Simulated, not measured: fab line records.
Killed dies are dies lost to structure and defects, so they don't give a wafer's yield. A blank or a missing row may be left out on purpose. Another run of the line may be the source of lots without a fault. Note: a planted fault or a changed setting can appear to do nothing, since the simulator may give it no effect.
One fault seen from 2 desks / flow sky130 / each desk holds nothing but its own numbers, with what lay behind them at the end

DESK OF THE TOOL OWNER: implanter-02
For each lot that ran on this tool, the mean over its sampled wafers that have a number, from the tool's own readings at SKY_VT_ADJUST_LVTN_IMPLANT_08. A lot is out of limits, marked OUT, if its mean lies more than 4 standard deviations from the usual mean; the brackets give that distance.
Columns: A = dose_ions_cm2 at SKY_VT_ADJUST_LVTN_IMPLANT_08, usual 1.5703e+12; B = faraday_current_uA at SKY_VT_ADJUST_LVTN_IMPLANT_08, usual 8.84
lot=L628; first seen here=day 7 05:47; A=1.5695e+12; B=8.87
lot=L629; first seen here=day 7 16:17; A=1.5703e+12; B=8.80
lot=L630; first seen here=day 8 00:58; A=1.5719e+12; B=8.84
lot=L632; first seen here=day 8 07:32; A=1.5699e+12; B=8.69
lot=L635; first seen here=day 9 02:29; A=2.1082e+12 (+99 or more) OUT; B=11.94 (+18) OUT
lot=L636; first seen here=day 9 09:53; A=2.1095e+12 (+99 or more) OUT; B=11.98 (+18) OUT
lot=L649; first seen here=day 12 19:58; A=1.5717e+12; B=8.75
This desk's verdict: out of limits on L635, L636, starting with L635 at day 9 02:29 (dose_ions_cm2 at SKY_VT_ADJUST_LVTN_IMPLANT_08). Within limits: L628, L629, L630, L632, L649.

METROLOGY DESK
What the gauges read for every lot (on any tool): the sampled wafers with a number, averaged. A lot is out of limits, marked OUT, if its mean lies more than 4 standard deviations from the usual mean; the brackets give that distance.
Columns: A = VT_ADJUST_LVTN_TW at SKY_VT_ADJUST_LVTN_TW_MEAS_10, usual 243.2; B = cd_nm at SKY_SD_P_CD_MEAS_07, usual 379.8 nm; C = METAL1_ALCU_RS at SKY_METAL1_RS_MEAS_05, usual 0.1274 ohm/sq
lot=L628; first seen here=day 7 06:01; A=243.8; B=380.4; C=0.1268
lot=L629; first seen here=day 7 16:32; A=242.3; B=381.5; C=0.1276
lot=L630; first seen here=day 8 01:12; A=243.8; B=380.5; C=0.1266
lot=L632; first seen here=day 8 07:45; A=243.8; B=381.8; C=0.1286
lot=L631; first seen here=day 8 09:12; A=244.2; B=381.7; C=0.1264
lot=L635; first seen here=day 9 02:43; A=266.3 (+21) OUT; B=380.4; C=0.1284
lot=L636; first seen here=day 9 10:07; A=265.6 (+20) OUT; B=381.8; C=0.1274
lot=L637; first seen here=day 9 14:34; A=244.3; B=378.2; C=0.1270
lot=L644; first seen here=day 11 11:32; A=244.9; B=379.5; C=0.1261
lot=L647; first seen here=day 12 07:24; A=242.3; B=376.9; C=0.1275
lot=L648; first seen here=day 12 14:09; A=242.0; B=376.0; C=0.1271
lot=L649; first seen here=day 12 20:13; A=242.6; B=378.0; C=0.1299
This desk's result: L635, L636 out of limits, first on L635 (VT_ADJUST_LVTN_TW at SKY_VT_ADJUST_LVTN_TW_MEAS_10), day 9 02:43. Within limits: L628, L629, L630, L632, L631, L637, L644, L647, L648, L649.

TAKEN TOGETHER
The tool owner's desk had the chance to raise an alarm at day 9 02:29 on L635, L636.
Metrology desk: alarm possible at day 9 02:43 on L635, L636.
The lots listed all ran SKY_VT_ADJUST_LVTN_IMPLANT_08 on implanter-02.

WHAT WAS PUT IN BY THE SIMULATOR
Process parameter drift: implanter-02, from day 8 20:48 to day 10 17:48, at SKY_VT_ADJUST_LVTN_IMPLANT_08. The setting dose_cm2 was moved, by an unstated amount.
Shown lots that were struck: L635, L636.
Fault start to first reading out of limits, in hours, per desk: tool owner, 6; metrology, 6.
